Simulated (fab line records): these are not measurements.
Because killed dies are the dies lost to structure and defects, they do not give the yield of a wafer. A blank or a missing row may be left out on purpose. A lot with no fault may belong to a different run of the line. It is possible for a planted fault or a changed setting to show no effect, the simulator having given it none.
Chamber matching | flow gf180mcu | GF_V2_CMP_26 on cmp-02: 4 sister chambers
The step polishes, stops on SiO2, t overpolish 15 s, target thk 0 nm. 18 wafers are shown with their chamber, then 9 later ones without.

## WAFERS, EACH WITH ITS CHAMBER
wafer  | chamber | motor_current_A (A) | head_pressure_psi (psi) | platen_rpm (rpm)
L075.2 | 3       | 10.8                | 3.502                   | 60.04
L075.4 | 2       | 10.8                | 3.489                   | 59.98
L075.5 | 3       | 10.8                | 3.509                   | 60.05
L077.1 | 3       | 11.1                | 3.504                   | 60.06
L077.3 | 0       | 9.2                 | 3.507                   | 60.04
L077.5 | 2       | 10.8                | 3.492                   | 60.00
L078.2 | 1       | 11.5                | 3.482                   | 60.03
L078.3 | 2       | 10.5                | 3.495                   | 60.05
L078.6 | 0       | 9.3                 | 3.507                   | 60.01
L080.2 | 3       | 10.6                | 3.494                   | 60.06
L080.4 | 0       | 9.5                 | 3.510                   | 60.04
L080.5 | 2       | 10.6                | 3.512                   | 59.96
L082.2 | 1       | 11.7                | 3.497                   | 59.97
L082.5 | 3       | 10.3                | 3.506                   | 60.03
L082.6 | 2       | 10.9                | 3.483                   | 59.99
L085.2 | 0       | 9.4                 | 3.506                   | 60.00
L085.3 | 2       | 10.6                | 3.508                   | 60.02
L085.6 | 1       | 12.2                | 3.488                   | 59.99

SIGNATURES (averages over the wafers above)
reading           | chamber 0 | chamber 1 | chamber 2 | chamber 3 | scatter within a chamber
motor_current_A   | 9.350     | 11.800    | 10.700    | 10.720    | 0.236
head_pressure_psi | 3.50750   | 3.48900   | 3.49650   | 3.50300   | 0.00795
platen_rpm        | 60.0225   | 59.9967   | 60.0000   | 60.0480   | 0.0251
Rule: for a wafer and a chamber, the distance is found by dividing, reading by reading, the gap between the wafer's reading and the chamber's mean by the reading's scatter, squaring, summing and taking the root. The wafer belongs to the nearest chamber; if the next one is less than 2 further off, it can't be placed. The scatter is the square root of a quotient: the sum, over the shown wafers, of each reading's squared deviation from its chamber's mean, divided by wafers minus chambers.

## WAFERS WHOSE CHAMBER IS MISSING
wafer  | motor_current_A (A) | head_pressure_psi (psi) | platen_rpm (rpm)
L087.1 | 10.1                | 3.508                   | 59.97
L087.4 | 9.8                 | 3.497                   | 59.95
L087.5 | 12.1                | 3.502                   | 59.98
L088.1 | 10.3                | 3.492                   | 60.04
L088.4 | 9.4                 | 3.500                   | 59.97
L088.5 | 9.1                 | 3.495                   | 60.04
L091.2 | 9.4                 | 3.509                   | 59.96
L091.4 | 12.4                | 3.500                   | 60.02
L091.5 | 11.2                | 3.509                   | 59.98

## WHICH CHAMBER EACH ONE RAN IN
wafer  | from the rows above          | in truth
L087.1 | can't be placed: 2 or 0 or 3 | 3
L087.4 | can't be placed: 0 or 2 or 3 | 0
L087.5 | 1                            | 1
L088.1 | can't be placed: 3 or 2      | 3
L088.4 | 0                            | 0
L088.5 | 0                            | 0
L091.2 | 0                            | 0
L091.4 | 1                            | 1
L091.5 | can't be placed: 2 or 3 or 1 | 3
Placed correctly: 5 of 9. Cannot be placed on the basis of these rows: 4; the candidates contain the true chamber in 4. 0 placed wrongly.
